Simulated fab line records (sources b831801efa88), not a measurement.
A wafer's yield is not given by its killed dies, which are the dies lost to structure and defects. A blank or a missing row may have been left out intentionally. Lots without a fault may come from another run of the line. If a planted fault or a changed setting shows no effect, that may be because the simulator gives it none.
A sampling plan put to the test :: flow sky130 :: 53 faults told of in these records, all on one fab line, each judged by the records of the lots it struck
What counts as the plan is the set of the line's own looks, namely the steps on the route at which a gauge or an inspection reads a wafer and does not change it. A look can be judged if struck wafers have a number there and the file gives its usual mean and standard deviation on fault-free wafers. Caught: at a look after the fault's first step, the mean of the struck wafers lies 4 or more of those standard deviations (sigma) from the usual mean. On the tool: the same test on the tool's own readings at the fault's steps. It also counts as caught if the struck wafers ran another recipe or if their record alone is blank.

THE FAULTS, as the simulator had put them in
1. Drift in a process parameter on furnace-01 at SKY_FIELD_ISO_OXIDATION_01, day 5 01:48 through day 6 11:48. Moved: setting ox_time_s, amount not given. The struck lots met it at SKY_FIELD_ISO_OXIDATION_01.
2. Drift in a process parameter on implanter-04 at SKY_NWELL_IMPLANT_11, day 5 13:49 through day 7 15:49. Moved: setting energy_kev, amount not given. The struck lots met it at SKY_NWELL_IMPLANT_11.
3. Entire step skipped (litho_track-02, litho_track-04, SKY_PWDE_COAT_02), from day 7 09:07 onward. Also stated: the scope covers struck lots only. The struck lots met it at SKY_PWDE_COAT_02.
4. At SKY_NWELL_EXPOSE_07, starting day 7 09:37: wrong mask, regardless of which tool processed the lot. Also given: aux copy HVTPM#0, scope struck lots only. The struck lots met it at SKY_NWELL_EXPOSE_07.
5. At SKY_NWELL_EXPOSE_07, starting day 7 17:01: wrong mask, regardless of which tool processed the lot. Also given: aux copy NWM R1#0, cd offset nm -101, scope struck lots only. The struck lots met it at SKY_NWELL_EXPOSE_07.
6. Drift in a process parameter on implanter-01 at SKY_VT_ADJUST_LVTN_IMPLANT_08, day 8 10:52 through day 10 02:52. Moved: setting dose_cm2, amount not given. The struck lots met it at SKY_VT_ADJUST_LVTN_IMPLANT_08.
7. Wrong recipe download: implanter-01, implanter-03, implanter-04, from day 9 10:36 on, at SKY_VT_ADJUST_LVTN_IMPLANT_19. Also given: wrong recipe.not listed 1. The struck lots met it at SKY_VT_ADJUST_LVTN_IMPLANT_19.
8. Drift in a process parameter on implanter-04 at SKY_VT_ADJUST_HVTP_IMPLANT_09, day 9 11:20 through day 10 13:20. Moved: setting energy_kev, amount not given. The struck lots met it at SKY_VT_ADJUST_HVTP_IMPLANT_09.
9. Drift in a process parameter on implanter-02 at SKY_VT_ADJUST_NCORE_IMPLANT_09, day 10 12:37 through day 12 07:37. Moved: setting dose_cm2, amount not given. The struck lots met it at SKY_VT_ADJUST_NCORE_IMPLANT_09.
10. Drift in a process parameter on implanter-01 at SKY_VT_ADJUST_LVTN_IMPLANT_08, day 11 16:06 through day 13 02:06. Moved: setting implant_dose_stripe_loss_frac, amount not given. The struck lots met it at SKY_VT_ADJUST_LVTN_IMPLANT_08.
11. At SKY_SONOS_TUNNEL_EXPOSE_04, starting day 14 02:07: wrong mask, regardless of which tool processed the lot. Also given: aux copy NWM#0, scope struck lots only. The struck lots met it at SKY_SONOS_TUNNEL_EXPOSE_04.
12. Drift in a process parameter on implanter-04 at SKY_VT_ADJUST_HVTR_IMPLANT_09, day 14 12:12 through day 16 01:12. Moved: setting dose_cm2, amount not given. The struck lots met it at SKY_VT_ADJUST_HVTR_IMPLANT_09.
13. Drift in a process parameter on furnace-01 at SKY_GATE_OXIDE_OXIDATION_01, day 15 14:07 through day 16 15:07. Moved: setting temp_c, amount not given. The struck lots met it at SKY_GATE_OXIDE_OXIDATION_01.
14. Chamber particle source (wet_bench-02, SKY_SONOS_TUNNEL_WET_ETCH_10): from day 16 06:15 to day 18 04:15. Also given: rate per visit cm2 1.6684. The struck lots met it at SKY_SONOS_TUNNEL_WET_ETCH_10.
15. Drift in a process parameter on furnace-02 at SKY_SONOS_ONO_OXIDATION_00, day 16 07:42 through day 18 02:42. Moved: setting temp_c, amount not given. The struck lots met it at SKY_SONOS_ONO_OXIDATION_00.
16. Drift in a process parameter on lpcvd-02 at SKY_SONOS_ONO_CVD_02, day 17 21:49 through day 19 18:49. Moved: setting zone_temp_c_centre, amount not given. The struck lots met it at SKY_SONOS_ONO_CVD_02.
17. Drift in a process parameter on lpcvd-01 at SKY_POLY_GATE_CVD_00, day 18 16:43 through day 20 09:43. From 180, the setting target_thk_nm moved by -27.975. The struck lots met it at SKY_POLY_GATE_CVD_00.
18. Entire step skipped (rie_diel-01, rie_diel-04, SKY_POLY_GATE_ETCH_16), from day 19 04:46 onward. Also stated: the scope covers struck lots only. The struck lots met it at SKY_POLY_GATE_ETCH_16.
19. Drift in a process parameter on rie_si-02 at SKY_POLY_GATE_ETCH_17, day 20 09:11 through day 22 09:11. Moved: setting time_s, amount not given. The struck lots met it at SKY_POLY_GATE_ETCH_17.
20. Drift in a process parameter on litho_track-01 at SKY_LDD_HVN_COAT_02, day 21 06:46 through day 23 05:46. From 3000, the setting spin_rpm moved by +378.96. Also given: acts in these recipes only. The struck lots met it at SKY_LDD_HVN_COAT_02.
21. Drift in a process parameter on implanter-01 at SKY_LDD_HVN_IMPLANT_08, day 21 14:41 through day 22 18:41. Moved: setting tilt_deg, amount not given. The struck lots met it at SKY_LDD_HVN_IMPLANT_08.
22. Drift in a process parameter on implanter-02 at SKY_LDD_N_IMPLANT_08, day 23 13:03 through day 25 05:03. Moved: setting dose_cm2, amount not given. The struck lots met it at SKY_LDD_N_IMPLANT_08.
23. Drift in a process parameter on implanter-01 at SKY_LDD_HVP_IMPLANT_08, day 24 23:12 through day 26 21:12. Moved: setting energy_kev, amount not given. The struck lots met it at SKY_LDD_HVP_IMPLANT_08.
24. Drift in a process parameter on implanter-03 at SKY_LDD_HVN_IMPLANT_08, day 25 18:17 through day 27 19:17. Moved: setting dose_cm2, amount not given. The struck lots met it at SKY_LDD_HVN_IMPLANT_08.
25. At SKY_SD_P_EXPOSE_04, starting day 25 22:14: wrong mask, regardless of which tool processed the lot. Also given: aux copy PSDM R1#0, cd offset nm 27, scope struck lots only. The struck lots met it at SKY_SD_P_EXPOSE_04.
26. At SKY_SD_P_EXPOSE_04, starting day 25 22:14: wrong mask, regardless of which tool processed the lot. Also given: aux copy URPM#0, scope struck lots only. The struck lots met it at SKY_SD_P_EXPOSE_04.
27. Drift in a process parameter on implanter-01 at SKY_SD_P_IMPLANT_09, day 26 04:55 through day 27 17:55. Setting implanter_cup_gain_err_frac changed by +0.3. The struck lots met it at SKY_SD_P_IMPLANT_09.
28. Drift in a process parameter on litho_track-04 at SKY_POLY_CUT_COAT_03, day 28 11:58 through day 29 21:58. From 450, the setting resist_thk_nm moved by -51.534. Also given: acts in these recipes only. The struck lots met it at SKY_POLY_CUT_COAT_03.
29. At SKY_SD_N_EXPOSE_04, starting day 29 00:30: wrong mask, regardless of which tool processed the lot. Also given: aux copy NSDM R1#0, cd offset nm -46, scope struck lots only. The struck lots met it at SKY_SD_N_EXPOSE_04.
30. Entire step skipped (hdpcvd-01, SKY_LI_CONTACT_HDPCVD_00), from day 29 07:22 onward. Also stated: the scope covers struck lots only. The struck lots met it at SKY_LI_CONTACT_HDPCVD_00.
31. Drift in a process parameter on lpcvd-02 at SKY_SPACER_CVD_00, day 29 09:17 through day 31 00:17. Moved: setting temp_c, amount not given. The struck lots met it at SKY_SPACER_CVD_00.
32. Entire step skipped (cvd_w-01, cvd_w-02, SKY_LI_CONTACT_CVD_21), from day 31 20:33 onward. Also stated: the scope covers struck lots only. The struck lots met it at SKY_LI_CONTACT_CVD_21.
33. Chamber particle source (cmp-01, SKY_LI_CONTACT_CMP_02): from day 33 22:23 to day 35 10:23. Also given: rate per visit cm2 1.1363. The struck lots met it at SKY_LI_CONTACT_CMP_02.
34. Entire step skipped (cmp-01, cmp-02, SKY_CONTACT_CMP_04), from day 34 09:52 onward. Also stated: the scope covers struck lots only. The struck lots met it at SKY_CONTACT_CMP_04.
35. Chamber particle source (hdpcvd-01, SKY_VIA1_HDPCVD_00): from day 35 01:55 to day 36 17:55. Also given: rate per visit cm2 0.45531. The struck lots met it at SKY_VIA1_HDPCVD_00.
36. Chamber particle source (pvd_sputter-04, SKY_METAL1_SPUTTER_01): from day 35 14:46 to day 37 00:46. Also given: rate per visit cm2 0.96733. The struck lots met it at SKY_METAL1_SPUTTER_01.
37. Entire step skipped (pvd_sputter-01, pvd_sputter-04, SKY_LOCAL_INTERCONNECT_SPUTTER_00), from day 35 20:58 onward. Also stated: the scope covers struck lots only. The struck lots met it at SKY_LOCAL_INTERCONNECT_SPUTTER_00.
38. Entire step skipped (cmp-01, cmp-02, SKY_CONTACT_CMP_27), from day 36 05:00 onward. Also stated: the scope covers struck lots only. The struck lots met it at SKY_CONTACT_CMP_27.
39. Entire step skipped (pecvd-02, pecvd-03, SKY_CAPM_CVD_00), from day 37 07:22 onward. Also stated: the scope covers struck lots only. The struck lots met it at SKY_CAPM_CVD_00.
40. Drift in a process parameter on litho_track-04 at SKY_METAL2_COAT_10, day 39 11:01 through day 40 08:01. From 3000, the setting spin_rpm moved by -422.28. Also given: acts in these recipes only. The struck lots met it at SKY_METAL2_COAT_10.
41. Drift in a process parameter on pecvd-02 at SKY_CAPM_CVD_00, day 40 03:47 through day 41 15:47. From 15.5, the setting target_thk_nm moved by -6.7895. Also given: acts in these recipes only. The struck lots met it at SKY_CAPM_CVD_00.
42. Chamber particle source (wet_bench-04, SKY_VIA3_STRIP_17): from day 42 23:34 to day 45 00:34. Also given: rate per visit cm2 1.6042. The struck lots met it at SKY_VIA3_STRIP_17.
43. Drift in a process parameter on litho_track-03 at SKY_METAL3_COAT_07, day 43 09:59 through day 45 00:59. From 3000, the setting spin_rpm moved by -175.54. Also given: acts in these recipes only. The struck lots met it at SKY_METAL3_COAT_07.
44. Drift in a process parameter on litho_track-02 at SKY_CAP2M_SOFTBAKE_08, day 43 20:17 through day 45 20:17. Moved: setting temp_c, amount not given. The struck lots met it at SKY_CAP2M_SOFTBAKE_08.
45. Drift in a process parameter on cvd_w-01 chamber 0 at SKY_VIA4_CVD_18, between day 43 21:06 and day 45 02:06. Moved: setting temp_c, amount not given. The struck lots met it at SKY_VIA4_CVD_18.
46. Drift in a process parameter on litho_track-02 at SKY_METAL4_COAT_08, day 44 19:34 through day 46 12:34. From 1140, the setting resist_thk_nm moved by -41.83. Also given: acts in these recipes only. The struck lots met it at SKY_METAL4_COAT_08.
47. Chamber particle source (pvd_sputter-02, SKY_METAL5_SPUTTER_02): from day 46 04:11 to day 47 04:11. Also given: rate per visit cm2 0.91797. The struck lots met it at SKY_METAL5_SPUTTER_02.
48. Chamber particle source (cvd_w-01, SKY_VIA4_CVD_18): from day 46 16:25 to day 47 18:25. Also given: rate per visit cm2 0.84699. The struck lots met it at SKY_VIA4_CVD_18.
49. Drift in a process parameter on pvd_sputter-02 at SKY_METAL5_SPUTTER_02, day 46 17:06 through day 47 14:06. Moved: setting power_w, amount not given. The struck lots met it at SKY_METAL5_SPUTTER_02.
50. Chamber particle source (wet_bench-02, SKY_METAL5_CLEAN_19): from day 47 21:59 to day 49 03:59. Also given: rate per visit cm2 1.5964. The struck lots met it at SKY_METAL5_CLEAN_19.
51. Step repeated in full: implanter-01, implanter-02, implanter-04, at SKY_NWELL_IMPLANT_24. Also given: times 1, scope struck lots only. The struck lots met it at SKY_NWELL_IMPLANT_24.
52. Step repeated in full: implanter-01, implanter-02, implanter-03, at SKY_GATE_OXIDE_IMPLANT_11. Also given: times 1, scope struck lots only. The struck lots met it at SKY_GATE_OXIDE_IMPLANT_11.
53. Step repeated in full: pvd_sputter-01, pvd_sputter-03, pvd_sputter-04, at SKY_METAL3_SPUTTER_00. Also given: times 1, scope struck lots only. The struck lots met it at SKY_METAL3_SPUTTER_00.

WHAT THE PLAN SAW
fault: 1
on the tool itself: under 2 sigma
first look that catches it: SKY_FIELD_ISO_THK_MEAS_02
reading, sigma: FIELD_ISO_OXIDATION_00_THK -7.3
median hours from its first step to that look: 1.5
hours from the fault's start to the first struck lot there: 5
judged looks passed uncaught: 0

fault: 2
on the tool itself: beam_energy_keV -99 or beyond sigma
first look that catches it: SKY_NWELL_RS_MEAS_29
reading, sigma: NWELL_RS +15
median hours from its first step to that look: 19.4
hours from the fault's start to the first struck lot there: 21
judged looks passed uncaught: 0

fault: 3
on the tool itself: the tool's record is blank for the struck wafers
first look that catches it: SKY_NWELL_TW_MEAS_26
reading, sigma: NWELL_2_TW +9.8
median hours from its first step to that look: 54.0
hours from the fault's start to the first struck lot there: 53
judged looks passed uncaught: 0

fault: 4
on the tool itself: no reading that can be judged
first look that catches it: SKY_NWELL_TW_MEAS_15
reading, sigma: NWELL_TW -81
median hours from its first step to that look: 9.8
hours from the fault's start to the first struck lot there: 10
judged looks passed uncaught: 0

fault: 5
on the tool itself: under 2 sigma
first look that catches it: no look after it can be judged
reading, sigma: -
median hours from its first step to that look: -
hours from the fault's start to the first struck lot there: -
judged looks passed uncaught: 0

fault: 6
on the tool itself: dose_ions_cm2 -99 or beyond sigma
first look that catches it: SKY_VT_ADJUST_LVTN_TW_MEAS_10
reading, sigma: VT_ADJUST_LVTN_TW -14
median hours from its first step to that look: 0.2
hours from the fault's start to the first struck lot there: 9
judged looks passed uncaught: 0

fault: 7
on the tool itself: under 2 sigma
first look that catches it: SKY_VT_ADJUST_LVTN_TW_MEAS_21
reading, sigma: VT_ADJUST_LVTN_2_TW +67
median hours from its first step to that look: 0.2
hours from the fault's start to the first struck lot there: 7
judged looks passed uncaught: 0

fault: 8
on the tool itself: beam_energy_keV -99 or beyond sigma
first look that catches it: not the one look that can be judged after it
reading, sigma: strongest: VT_ADJUST_HVTP_TW at SKY_VT_ADJUST_HVTP_TW_MEAS_11, -3.5
median hours from its first step to that look: -
hours from the fault's start to the first struck lot there: -
judged looks passed uncaught: 1

fault: 9
on the tool itself: dose_ions_cm2 -99 or beyond sigma
first look that catches it: SKY_VT_ADJUST_NCORE_TW_MEAS_11
reading, sigma: VT_ADJUST_NCORE_TW -40
median hours from its first step to that look: 0.2
hours from the fault's start to the first struck lot there: 10
judged looks passed uncaught: 0

fault: 10
on the tool itself: no reading that can be judged
first look that catches it: none of the 6 looks that can be judged after it
reading, sigma: -
median hours from its first step to that look: -
hours from the fault's start to the first struck lot there: -
judged looks passed uncaught: 6

fault: 11
on the tool itself: under 2 sigma
first look that catches it: SKY_SONOS_TUNNEL_TW_MEAS_12
reading, sigma: SONOS_TUNNEL_TW -88
median hours from its first step to that look: 14.2
hours from the fault's start to the first struck lot there: 15
judged looks passed uncaught: 0

fault: 12
on the tool itself: dose_ions_cm2 -99 or beyond sigma
first look that catches it: SKY_VT_ADJUST_HVTR_TW_MEAS_11
reading, sigma: VT_ADJUST_HVTR_TW -8.0
median hours from its first step to that look: 0.2
hours from the fault's start to the first struck lot there: 3
judged looks passed uncaught: 0

fault: 13
on the tool itself: spike_tc_bottom_C -21 sigma
first look that catches it: SKY_GATE_OXIDE_THK_MEAS_02
reading, sigma: GATE_OXIDE_OXIDATION_00_THK -13
median hours from its first step to that look: 1.4
hours from the fault's start to the first struck lot there: 13
judged looks passed uncaught: 0

fault: 14
on the tool itself: no reading that can be judged
first look that catches it: none of the 2 looks that can be judged after it
reading, sigma: -
median hours from its first step to that look: -
hours from the fault's start to the first struck lot there: -
judged looks passed uncaught: 2

fault: 15
on the tool itself: tube_center_temp_C +99 or beyond sigma
first look that catches it: SKY_SONOS_ONO_THK_MEAS_01
reading, sigma: SONOS_ONO_OXIDATION_THK +7.9
median hours from its first step to that look: 1.4
hours from the fault's start to the first struck lot there: 12
judged looks passed uncaught: 0

fault: 16
on the tool itself: spike_tc_centre_C +15 sigma
first look that catches it: SKY_SONOS_ONO_THK_MEAS_03
reading, sigma: SONOS_ONO_CVD_02_THK +12
median hours from its first step to that look: 1.1
hours from the fault's start to the first struck lot there: 7
judged looks passed uncaught: 0

fault: 17
on the tool itself: under 2 sigma
first look that catches it: SKY_POLY_GATE_THK_MEAS_01
reading, sigma: POLY_GATE_CVD_00_THK -16
median hours from its first step to that look: 1.2
hours from the fault's start to the first struck lot there: 1
judged looks passed uncaught: 0

fault: 18
on the tool itself: the tool's record is blank for the struck wafers
first look that catches it: no look after it can be judged
reading, sigma: -
median hours from its first step to that look: -
hours from the fault's start to the first struck lot there: -
judged looks passed uncaught: 0

fault: 19
on the tool itself: run_length_s +33 sigma
first look that catches it: not the one look that can be judged after it
reading, sigma: -
median hours from its first step to that look: -
hours from the fault's start to the first struck lot there: -
judged looks passed uncaught: 1

fault: 20
on the tool itself: spin_speed_rpm +99 or beyond sigma
first look that catches it: no look after it can be judged
reading, sigma: -
median hours from its first step to that look: -
hours from the fault's start to the first struck lot there: -
judged looks passed uncaught: 0

fault: 21
on the tool itself: tilt_deg -99 or beyond sigma
first look that catches it: SKY_LDD_HVN_TW_MEAS_10
reading, sigma: LDD_HVN_TW -11
median hours from its first step to that look: 0.2
hours from the fault's start to the first struck lot there: 9
judged looks passed uncaught: 0

fault: 22
on the tool itself: dose_ions_cm2 +99 or beyond sigma
first look that catches it: SKY_LDD_N_TW_MEAS_17
reading, sigma: LDD_N_TW +5.5
median hours from its first step to that look: 1.3
hours from the fault's start to the first struck lot there: 21
judged looks passed uncaught: 0

fault: 23
on the tool itself: beam_energy_keV +99 or beyond sigma
first look that catches it: SKY_LDD_HVP_TW_MEAS_10
reading, sigma: LDD_HVP_TW +4.4
median hours from its first step to that look: 0.2
hours from the fault's start to the first struck lot there: 10
judged looks passed uncaught: 0

fault: 24
on the tool itself: dose_ions_cm2 +99 or beyond sigma
first look that catches it: SKY_LDD_HVN_TW_MEAS_10
reading, sigma: LDD_HVN_TW +99 or beyond
median hours from its first step to that look: 0.2
hours from the fault's start to the first struck lot there: 10
judged looks passed uncaught: 0

fault: 25
on the tool itself: no reading that can be judged
first look that catches it: SKY_SD_P_CD_MEAS_07
reading, sigma: cd_nm +7.7
median hours from its first step to that look: 14.1
hours from the fault's start to the first struck lot there: 19
judged looks passed uncaught: 0

fault: 26
on the tool itself: no reading that can be judged
first look that catches it: SKY_SD_P_TW_MEAS_11
reading, sigma: SD_P_TW -99 or beyond
median hours from its first step to that look: 14.5
hours from the fault's start to the first struck lot there: 19
judged looks passed uncaught: 0

fault: 27
on the tool itself: faraday_current_uA +5.7 sigma
first look that catches it: SKY_SD_P_TW_MEAS_11
reading, sigma: SD_P_TW -6.3
median hours from its first step to that look: 0.2
hours from the fault's start to the first struck lot there: 3
judged looks passed uncaught: 0

fault: 28
on the tool itself: no reading that can be judged
first look that catches it: not the one look that can be judged after it
reading, sigma: -
median hours from its first step to that look: -
hours from the fault's start to the first struck lot there: -
judged looks passed uncaught: 1

fault: 29
on the tool itself: no reading that can be judged
first look that catches it: SKY_SD_N_CD_MEAS_07
reading, sigma: cd_nm -16
median hours from its first step to that look: 14.0
hours from the fault's start to the first struck lot there: 19
judged looks passed uncaught: 0

fault: 30
on the tool itself: the tool's record is blank for the struck wafers
first look that catches it: not the one look that can be judged after it
reading, sigma: strongest: LI_CONTACT_BOW at SKY_LI_CONTACT_BOW_MEAS_03, -3.5
median hours from its first step to that look: -
hours from the fault's start to the first struck lot there: -
judged looks passed uncaught: 1

fault: 31
on the tool itself: susceptor_temp_C +17 sigma
first look that catches it: SKY_SPACER_THK_MEAS_01
reading, sigma: SPACER_CVD_00_THK +9.1
median hours from its first step to that look: 1.2
hours from the fault's start to the first struck lot there: 3
judged looks passed uncaught: 0

fault: 32
on the tool itself: the tool's record is blank for the struck wafers
first look that catches it: SKY_LI_CONTACT_RS_MEAS_22
reading, sigma: LI_CONTACT_W_RS +99 or beyond
median hours from its first step to that look: 0.1
hours from the fault's start to the first struck lot there: 3
judged looks passed uncaught: 0

fault: 33
on the tool itself: under 2 sigma
first look that catches it: no look after it can be judged
reading, sigma: -
median hours from its first step to that look: -
hours from the fault's start to the first struck lot there: -
judged looks passed uncaught: 0

fault: 34
on the tool itself: the tool's record is blank for the struck wafers
first look that catches it: not the one look that can be judged after it
reading, sigma: strongest: CONTACT_BOW at SKY_CONTACT_BOW_MEAS_05, +2.0
median hours from its first step to that look: -
hours from the fault's start to the first struck lot there: -
judged looks passed uncaught: 1

fault: 35
on the tool itself: under 2 sigma
first look that catches it: no look after it can be judged
reading, sigma: -
median hours from its first step to that look: -
hours from the fault's start to the first struck lot there: -
judged looks passed uncaught: 0

fault: 36
on the tool itself: under 2 sigma
first look that catches it: none of the 2 looks that can be judged after it
reading, sigma: -
median hours from its first step to that look: -
hours from the fault's start to the first struck lot there: -
judged looks passed uncaught: 2

fault: 37
on the tool itself: the tool's record is blank for the struck wafers
first look that catches it: no look after it can be judged
reading, sigma: -
median hours from its first step to that look: -
hours from the fault's start to the first struck lot there: -
judged looks passed uncaught: 0

fault: 38
on the tool itself: the tool's record is blank for the struck wafers
first look that catches it: no look after it can be judged
reading, sigma: -
median hours from its first step to that look: -
hours from the fault's start to the first struck lot there: -
judged looks passed uncaught: 0

fault: 39
on the tool itself: the tool's record is blank for the struck wafers
first look that catches it: no look after it can be judged
reading, sigma: -
median hours from its first step to that look: -
hours from the fault's start to the first struck lot there: -
judged looks passed uncaught: 0

fault: 40
on the tool itself: spin_speed_rpm -99 or beyond sigma
first look that catches it: not the one look that can be judged after it
reading, sigma: -
median hours from its first step to that look: -
hours from the fault's start to the first struck lot there: -
judged looks passed uncaught: 1

fault: 41
on the tool itself: under 2 sigma
first look that catches it: SKY_CAPM_THK_MEAS_01
reading, sigma: CAPM_CVD_00_THK -28
median hours from its first step to that look: 0.0
hours from the fault's start to the first struck lot there: 12
judged looks passed uncaught: 0

fault: 42
on the tool itself: under 2 sigma
first look that catches it: not the one look that can be judged after it
reading, sigma: -
median hours from its first step to that look: -
hours from the fault's start to the first struck lot there: -
judged looks passed uncaught: 1

fault: 43
on the tool itself: spin_speed_rpm -78 sigma
first look that catches it: none of the 2 looks that can be judged after it
reading, sigma: -
median hours from its first step to that look: -
hours from the fault's start to the first struck lot there: -
judged looks passed uncaught: 2

fault: 44
on the tool itself: heater_power_total_W -57 sigma
first look that catches it: not the one look that can be judged after it
reading, sigma: -
median hours from its first step to that look: -
hours from the fault's start to the first struck lot there: -
judged looks passed uncaught: 1

fault: 45
on the tool itself: susceptor_temp_C -67 sigma
first look that catches it: SKY_VIA4_RS_MEAS_19
reading, sigma: VIA4_W_RS +24
median hours from its first step to that look: 0.2
hours from the fault's start to the first struck lot there: 14
judged looks passed uncaught: 0

fault: 46
on the tool itself: no reading that can be judged
first look that catches it: no look after it can be judged
reading, sigma: -
median hours from its first step to that look: -
hours from the fault's start to the first struck lot there: -
judged looks passed uncaught: 0

fault: 47
on the tool itself: under 2 sigma
first look that catches it: no look after it can be judged
reading, sigma: -
median hours from its first step to that look: -
hours from the fault's start to the first struck lot there: -
judged looks passed uncaught: 0

fault: 48
on the tool itself: under 2 sigma
first look that catches it: not the one look that can be judged after it
reading, sigma: -
median hours from its first step to that look: -
hours from the fault's start to the first struck lot there: -
judged looks passed uncaught: 1

fault: 49
on the tool itself: cathode_dc_power_W +99 or beyond sigma
first look that catches it: none of the 2 looks that can be judged after it
reading, sigma: strongest: METAL5_ALCU_THK at SKY_METAL5_THK_MEAS_06, +2.6
median hours from its first step to that look: -
hours from the fault's start to the first struck lot there: -
judged looks passed uncaught: 2

fault: 50
on the tool itself: no reading that can be judged
first look that catches it: not the one look that can be judged after it
reading, sigma: -
median hours from its first step to that look: -
hours from the fault's start to the first struck lot there: -
judged looks passed uncaught: 1

fault: 51
on the tool itself: under 2 sigma
first look that catches it: SKY_NWELL_TW_MEAS_26
reading, sigma: NWELL_2_TW +21
median hours from its first step to that look: 0.6
hours from the fault's start to the first struck lot there: -
judged looks passed uncaught: 0

fault: 52
on the tool itself: under 2 sigma
first look that catches it: SKY_GATE_OXIDE_TW_MEAS_14
reading, sigma: GATE_OXIDE_TW +21
median hours from its first step to that look: 0.7
hours from the fault's start to the first struck lot there: -
judged looks passed uncaught: 0

fault: 53
on the tool itself: under 2 sigma
first look that catches it: no look after it can be judged
reading, sigma: -
median hours from its first step to that look: -
hours from the fault's start to the first struck lot there: -
judged looks passed uncaught: 0
A dash: the fault isn't caught, or these records don't give the number.

Caught at a look: 27 of 53. Caught on the tool: 29 of 53. By one or the other: 40 of 53.
On the tool alone, faults 8, 18, 19, 20, 30, 34, 37, 38, 39, 40, 43, 44, 49 were caught.
Caught at a look alone: faults 1, 4, 7, 11, 17, 25, 26, 29, 41, 51, 52.
Caught by neither: faults 5, 10, 14, 28, 33, 35, 36, 42, 46, 47, 48, 50, 53.

THINNER SAMPLING
If the look that catches a fault measured only every second or every third lot, by lot number, the first struck lot would be measured this late in the worst case:
fault: 1
struck lots at that look, in order of time: L342, L343
every lot: 5 h
every second lot: 5 h
every third lot: may miss all 2

fault: 2
struck lots at that look, in order of time: L435, L439
every lot: 21 h
every second lot: may miss all 2
every third lot: may miss all 2

fault: 3
struck lots at that look, in order of time: L998, L999, L100
every lot: 53 h
every second lot: 59 h
every third lot: 60 h

fault: 4
struck lots at that look, in order of time: L459
every lot: 10 h
every second lot: may miss it
every third lot: may miss it

fault: 6
struck lots at that look, in order of time: L831, L834
every lot: 9 h
every second lot: 26 h
every third lot: may miss all 2

fault: 7
struck lots at that look, in order of time: L965, L966, L967, L968
every lot: 7 h
every second lot: 13 h
every third lot: 24 h

fault: 9
struck lots at that look, in order of time: L833, L835
every lot: 10 h
every second lot: may miss all 2
every third lot: may miss all 2

fault: 11
struck lots at that look, in order of time: L806
every lot: 15 h
every second lot: may miss it
every third lot: may miss it

fault: 12
struck lots at that look, in order of time: L147, L148
every lot: 3 h
every second lot: 5 h
every third lot: may miss all 2

fault: 13
struck lots at that look, in order of time: L483, L482
every lot: 13 h
every second lot: 14 h
every third lot: may miss all 2

fault: 15
struck lots at that look, in order of time: L950, L953
every lot: 12 h
every second lot: 21 h
every third lot: may miss all 2

fault: 16
struck lots at that look, in order of time: L981, L982, L983
every lot: 7 h
every second lot: 10 h
every third lot: 14 h

fault: 17
struck lots at that look, in order of time: L763, L762, L764
every lot: 1 h
every second lot: 2 h
every third lot: 25 h

fault: 21
struck lots at that look, in order of time: L958, L959
every lot: 9 h
every second lot: 16 h
every third lot: may miss all 2

fault: 22
struck lots at that look, in order of time: L303, L305
every lot: 21 h
every second lot: may miss all 2
every third lot: may miss all 2

fault: 23
struck lots at that look, in order of time: L382, L384
every lot: 10 h
every second lot: may miss all 2
every third lot: may miss all 2

fault: 24
struck lots at that look, in order of time: L284, L286, L287
every lot: 10 h
every second lot: 27 h
every third lot: may miss all 3

fault: 25
struck lots at that look, in order of time: L496
every lot: 19 h
every second lot: may miss it
every third lot: may miss it

fault: 26
struck lots at that look, in order of time: L386
every lot: 19 h
every second lot: may miss it
every third lot: may miss it

fault: 27
struck lots at that look, in order of time: L580, L582
every lot: 3 h
every second lot: may miss all 2
every third lot: may miss all 2

fault: 29
struck lots at that look, in order of time: L791
every lot: 19 h
every second lot: may miss it
every third lot: may miss it

fault: 31
struck lots at that look, in order of time: L124, L125, L126
every lot: 3 h
every second lot: 5 h
every third lot: 13 h

fault: 32
struck lots at that look, in order of time: L514, L516
every lot: 3 h
every second lot: may miss all 2
every third lot: may miss all 2

fault: 41
struck lots at that look, in order of time: L685, L684, L687
every lot: 12 h
every second lot: 15 h
every third lot: may miss all 3

fault: 45
struck lots at that look, in order of time: L116, L117
every lot: 14 h
every second lot: 27 h
every third lot: may miss all 2
Hours count from the start of the fault until the first struck lot that is measured. Since the struck wafers were tested as one group against 4 sigma, a single lot by itself may lie under the limit. Other struck lots may not be in these records.

THE LONGEST TIMED WAY FROM STEP TO LOOK
In fault 3, a median of 54.0 hours elapses between SKY_PWDE_COAT_02 and SKY_NWELL_TW_MEAS_26. No look between them can be judged.
